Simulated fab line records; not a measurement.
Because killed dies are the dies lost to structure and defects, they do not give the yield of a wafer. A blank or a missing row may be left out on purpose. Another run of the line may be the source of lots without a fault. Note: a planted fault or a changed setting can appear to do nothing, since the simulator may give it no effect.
A lot that was struck, set against a sound lot ; flow sky130 ; 16 out of 708 route steps
Sound: the wafers L643.1, L643.4, L643.5. Wafers L648.3, L648.5, L648.6 were the ones struck. The cause is given at the end.
Each step with rows lists, per side, the tool, then ch with its chambers, then its first start. Under that, the readings that differ: sound wafers ; struck wafers ; difference of the means ; sigmas: that difference in standard deviations of wafers without a fault.
alike: a reading whose means differ by less than 2 such deviations, as well as words and numbers matching on both sides. not compared: withheld readings; readings where some wafer has no value; bounds like >300 that might hide an equal value; numbers whose values overlap and for which the record gives no deviation.
Wherever a step has rows on one side only, a row that says differs or no value, or a row with sigmas, the two part there. When numbers do not overlap yet have no deviation, they are printed without sigmas and do not part them. A reading missing from all wafers of one side parts the sides only when that side holds two or more wafers.

first, 5 steps without rows for these wafers: SKY_SONOS_TUNNEL_COAT_02 (resist thk 1140 nm); SKY_SONOS_TUNNEL_SOFTBAKE_03 (time 60 s); SKY_SONOS_TUNNEL_EXPOSE_04 (exposes mask TUNM, target cd 410 nm); SKY_SONOS_TUNNEL_PEB_05; SKY_SONOS_TUNNEL_DEVELOP_06 (develop time 60 s).
SKY_SONOS_TUNNEL_CD_MEAS_07: the cd target is 410 nm.
  sound on cd-sem-01 at day 11 10:46; struck on cd-sem-02 at day 13 07:33
  alike: cd-nm
SKY_SONOS_TUNNEL_OVL_MEAS_08:
  sound on overlay-01 at day 11 10:53; struck on overlay-01 at day 13 07:38
  alike: SONOS_TUNNEL_OVL
then, 3 steps without rows for these wafers: SKY_SONOS_TUNNEL_IMPLANT_09; SKY_SONOS_TUNNEL_WET_ETCH_10 (etches SiO2 in dHF, target depth 14 nm, time 280 s); SKY_SONOS_TUNNEL_STRIP_11 (strips in SPM, time 600 s).
SKY_SONOS_TUNNEL_TW_MEAS_12:
  sound on film-metro-02 at day 11 11:26; struck on film-metro-04 at day 13 08:05
  alike: SONOS_TUNNEL_TW
then, 1 step without rows for these wafers: SKY_SONOS_TUNNEL_CLEAN_13 (cleans in dHF, time 20 s).
SKY_SONOS_ONO_OXIDATION_00: stabilise 600 s, purge 300 s, target thk 2.6 nm.
  sound on furnace-01 ch 0, day 11 11:38; struck on furnace-02 ch 0, day 13 11:13
reading;sound;struck;difference;sigmas
spike-tc-top-C (C);813.3 813.1 815.7;819.8 820.0 818.6;+5.4;+2
zone-power-upper-pct (%);13.3 13.1 13.2;14.1 14.0 14.0;+0.8;+2
  alike: tube-center-temp-C, zone-power-bottom-pct
SKY_SONOS_ONO_THK_MEAS_01:
  sound on film-metro-03 at day 11 12:59; struck on film-metro-02 at day 13 12:35
reading;sound;struck;difference;sigmas
SONOS_ONO_OXIDATION_THK (nm);2.55 2.54 2.52;4.47 4.47 4.47;+1.93;+31
then, 1 step without rows for these wafers: SKY_SONOS_ONO_CVD_02 (deposits Si3N4 from DCS/NH3, target thk 10.5 nm, time 180 s).
-- the record jumps here: 34 days lie between the struck wafers' starts before and after (it left off in module SONOS_ONO and takes up again in module PAD_OPEN, whose first step shown is number 708 of the route) --
SKY_PAD_OPEN_PROBE_99:
  sound on prober-02 at day 45 23:52; struck on prober-02 at day 47 14:10
  alike: killed_at_M0_to_M3, killed_at_M4_up, killed-at-contacts, killed-at-front-end, killed-at-other, killed-dies, killed-open, killed-short

## WHERE THEY PART
First at SKY_SONOS_ONO_OXIDATION_00; last, within this record, at SKY_SONOS_ONO_THK_MEAS_01. Later steps at which nothing parts them and some readings are alike: SKY_PAD_OPEN_PROBE_99.

WHY: the cause the simulator had injected
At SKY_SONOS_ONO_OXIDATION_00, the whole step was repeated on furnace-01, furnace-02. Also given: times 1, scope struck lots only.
